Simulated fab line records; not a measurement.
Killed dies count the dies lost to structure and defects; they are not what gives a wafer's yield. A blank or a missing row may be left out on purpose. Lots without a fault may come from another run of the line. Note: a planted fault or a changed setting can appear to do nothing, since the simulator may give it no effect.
What tool caused it? -- flow sky130 -- 15 lots, 45 wafers sampled, at 5 steps of a route of 708

WHAT THE GAUGES READ, wafer by wafer
SKY_LDD_P_CD_MEAS_07: target cd 380 nm.
lot,measured,on,cd nm (nm)
L207,day 20 09:52,cd sem-01,379.6 382.6 382.1
L209,day 20 18:27,cd sem-01,386.8 383.3 385.8
L212,day 21 01:02,cd sem-01,378.4 378.2 378.5
L211,day 21 00:38,cd sem-01,377.0 380.4 379.7
L214,day 22 12:24,cd sem-02,381.1 380.8 382.1
L216,day 22 22:07,cd sem-01,377.2 376.6 375.7
L217,day 23 17:03,cd sem-02,377.8 377.6 378.7
L218,day 23 17:26,cd sem-01,377.4 380.1 377.9
L219,day 24 02:22,cd sem-01,377.9 376.5 379.5
L224,day 25 21:03,cd sem-02,380.9 383.1 381.1
L225,day 26 07:44,cd sem-01,384.5 384.3 384.7
L226,day 26 07:20,cd sem-02,380.6 380.9 379.9
L228,day 28 11:35,cd sem-01,379.6 379.6 379.9
L229,day 28 12:50,cd sem-01,377.7 374.7 377.1
L227,day 28 15:49,cd sem-02,379.2 376.8 378.4

SKY_LDD_LDN_TW_MEAS_13.
lot,measured,on,LDD_LDN_TW
L207,day 24 06:56,film metro-01,1464 1456 1466
L209,day 24 15:01,film metro-01,1457 1456 1461
L212,day 24 21:43,film metro-01,1465 1466 1463
L211,day 24 21:43,film metro-03,1463 1461 1456
L214,day 26 08:20,film metro-03,1448 1460 1449
L216,day 26 15:58,film metro-04,1472 1463 1468
L217,day 27 12:10,film metro-03,1330 1325 1326
L218,day 27 12:22,film metro-01,1344 1341 1347
L219,day 27 19:26,film metro-01,1348 1344 1340
L224,day 29 13:29,film metro-01,1462 1460 1456
L225,day 30 00:34,film metro-01,1463 1453 1461
L226,day 29 23:08,film metro-01,1453 1459 1451
L228,day 32 00:21,film metro-04,1454 1455 1458
L229,day 32 01:31,film metro-04,1450 1462 1453
L227,day 32 04:19,film metro-03,1466 1456 1462

EACH LOT AND THE TOOL THAT RAN IT (in order: tool; ch and the chambers of the sampled wafers; start)
lot,SKY_POLY_GATE_ETCH_17,SKY_POLY_GATE_STRIP_18,SKY_LDD_LDN_IMPLANT_10
L207,"rie si-02 ch 2,3, day 17 11:15","plasma asher-03 ch 0,1, day 17 11:19","implanter-01 ch 0, day 24 06:32"
L209,"rie si-02 ch 1,3, day 17 22:36","plasma asher-01 ch 0,1, day 17 22:40","implanter-01 ch 0, day 24 14:38"
L212,"rie si-02 ch 1,3, day 18 07:04","plasma asher-02 ch 0,1, day 18 07:08","implanter-03 ch 0, day 24 21:19"
L211,"rie si-01 ch 1,2,3, day 18 08:55","plasma asher-03 ch 0,1, day 18 08:59","implanter-01 ch 0, day 24 21:19"
L214,"rie si-02 ch 2,3, day 19 20:39","plasma asher-03 ch 0,1, day 19 20:44","implanter-03 ch 0, day 26 07:59"
L216,"rie si-01 ch 2,3, day 20 05:39","plasma asher-03 ch 0,1, day 20 05:43","implanter-01 ch 0, day 26 15:35"
L217,"rie si-01 ch 0,2, day 21 00:28","plasma asher-01 ch 0,1, day 21 00:32","implanter-01, day 27 11:47"
L218,"rie si-02 ch 0,1,3, day 21 00:32","plasma asher-02 ch 0,1, day 21 00:35","implanter-04, day 27 11:58"
L219,"rie si-01 ch 0,1,2, day 21 11:15","plasma asher-03 ch 0,1, day 21 11:20","implanter-03, day 27 19:04"
L224,"rie si-02 ch 2,3, day 23 06:08","plasma asher-02 ch 1, day 23 06:11","implanter-01 ch 0, day 29 13:06"
L225,"rie si-01 ch 1,2, day 23 15:22","plasma asher-01 ch 0,1, day 23 15:28","implanter-04 ch 0, day 30 00:12"
L226,"rie si-02 ch 1,2, day 23 16:22","plasma asher-01 ch 0,1, day 23 16:28","implanter-04 ch 0, day 29 22:46"
L228,"rie si-01 ch 0,1,3, day 25 23:40","plasma asher-01 ch 1, day 25 23:44","implanter-04 ch 0, day 31 23:57"
L229,"rie si-02 ch 1,2, day 26 00:24","plasma asher-02 ch 0,1, day 26 00:28","implanter-01 ch 0, day 32 01:07"
L227,"rie si-01 ch 0,1,3, day 26 02:58","plasma asher-02 ch 0,1, day 26 03:02","implanter-03 ch 0, day 32 03:56"
- SKY_POLY_GATE_ETCH_17: etches poly-Si in HBr/Cl2, stops on SiO2, target depth 180 nm, time 70.5 s.
- SKY_POLY_GATE_STRIP_18: strips in O2/N2.
- SKY_LDD_LDN_IMPLANT_10

AS READ BY THE TOOLS THEMSELVES (means over the sampled wafers that have a number; for cases with no such wafer, the mark the record gives instead)
SKY_POLY_GATE_ETCH_17.
lot,tool,drypump motor current A (A),oes product au (a.u.),throttle valve pct (%)
L207,rie si-02,5.9,0.979,33.691
L209,rie si-02,6.2,0.978,33.684
L212,rie si-02,6.0,0.983,33.682
L211,rie si-01,5.8,0.983,33.686
L214,rie si-02,5.9,0.979,33.677
L216,rie si-01,5.6,0.981,33.677
L217,rie si-01,5.4,0.988,33.675
L218,rie si-02,5.9,0.977,33.677
L219,rie si-01,5.7,0.981,33.680
L224,rie si-02,6.1,0.980,33.676
L225,rie si-01,5.6,0.988,33.688
L226,rie si-02,6.3,0.982,33.685
L228,rie si-01,5.9,0.983,33.681
L229,rie si-02,6.3,0.977,33.683
L227,rie si-01,6.0,0.988,33.684

SKY_POLY_GATE_STRIP_18.
lot,tool,drypump motor current A (A),oes product au (a.u.),strip time to endpoint s (s)
L207,plasma asher-03,5.8,0.364,3.17
L209,plasma asher-01,5.9,0.364,3.20
L212,plasma asher-02,6.0,0.360,3.17
L211,plasma asher-03,6.1,0.363,3.16
L214,plasma asher-03,5.9,0.361,3.16
L216,plasma asher-03,6.2,0.360,3.18
L217,plasma asher-01,5.9,0.361,3.16
L218,plasma asher-02,6.0,0.362,3.17
L219,plasma asher-03,6.2,0.359,3.14
L224,plasma asher-02,5.8,0.359,3.13
L225,plasma asher-01,5.9,0.360,3.17
L226,plasma asher-01,5.8,0.366,3.20
L228,plasma asher-01,6.0,0.360,3.17
L229,plasma asher-02,6.1,0.366,3.17
L227,plasma asher-02,6.1,0.366,3.22

SKY_LDD_LDN_IMPLANT_10.
lot,tool,beam energy keV,beam on s (s)
L207,implanter-01,14.869,9.96
L209,implanter-01,14.871,10.15
L212,implanter-03,14.868,10.11
L211,implanter-01,14.877,9.94
L214,implanter-03,14.869,10.02
L216,implanter-01,14.871,10.10
L217,implanter-01,-,-
L218,implanter-04,-,-
L219,implanter-03,-,-
L224,implanter-01,14.869,10.05
L225,implanter-04,14.870,9.86
L226,implanter-04,14.868,10.01
L228,implanter-04,14.868,10.17
L229,implanter-01,14.875,10.11
L227,implanter-03,14.871,10.15

THE ANSWER, worked out from the rows above alone
Rule: the lots themselves supply what counts as usual. Put in order of their means at a reading, lots are off if they are a third of the lots or fewer, leave a main group of 4 or more, and stand apart from it by a gap of 3 or more times the standard deviation of the main group's means; of several such gaps the widest counts. Not used: any main group whose means are identical at the precision the tables above print for the reading. Also off: a lot with no number at a reading for which 4 or more lots have one. Any other lot the step has rows for is counted as sound. Order of review: gauges by route order, followed by the tools' own readings, for which a lot's mean as printed above is used. At the first step where some lot is off, the reading lying furthest off is the one used; lots without a number count as furthest.
Off: L217, L218, L219, at SKY_LDD_LDN_TW_MEAS_13 (LDD_LDN_TW). Mean 1459 and standard deviation 4.3 in the main group.
If a tool, at a process step before that reading, ran all the lots that are off and no sound lot after the first of them, it fits. The gauges at SKY_LDD_LDN_TW_MEAS_13 aren't tried: what is off there is off at SKY_LDD_LDN_IMPLANT_10 too, on other tools, and a gauge's error can't cause that. Not one of the candidates tried fits.

WHAT WAS PUT IN BY THE SIMULATOR
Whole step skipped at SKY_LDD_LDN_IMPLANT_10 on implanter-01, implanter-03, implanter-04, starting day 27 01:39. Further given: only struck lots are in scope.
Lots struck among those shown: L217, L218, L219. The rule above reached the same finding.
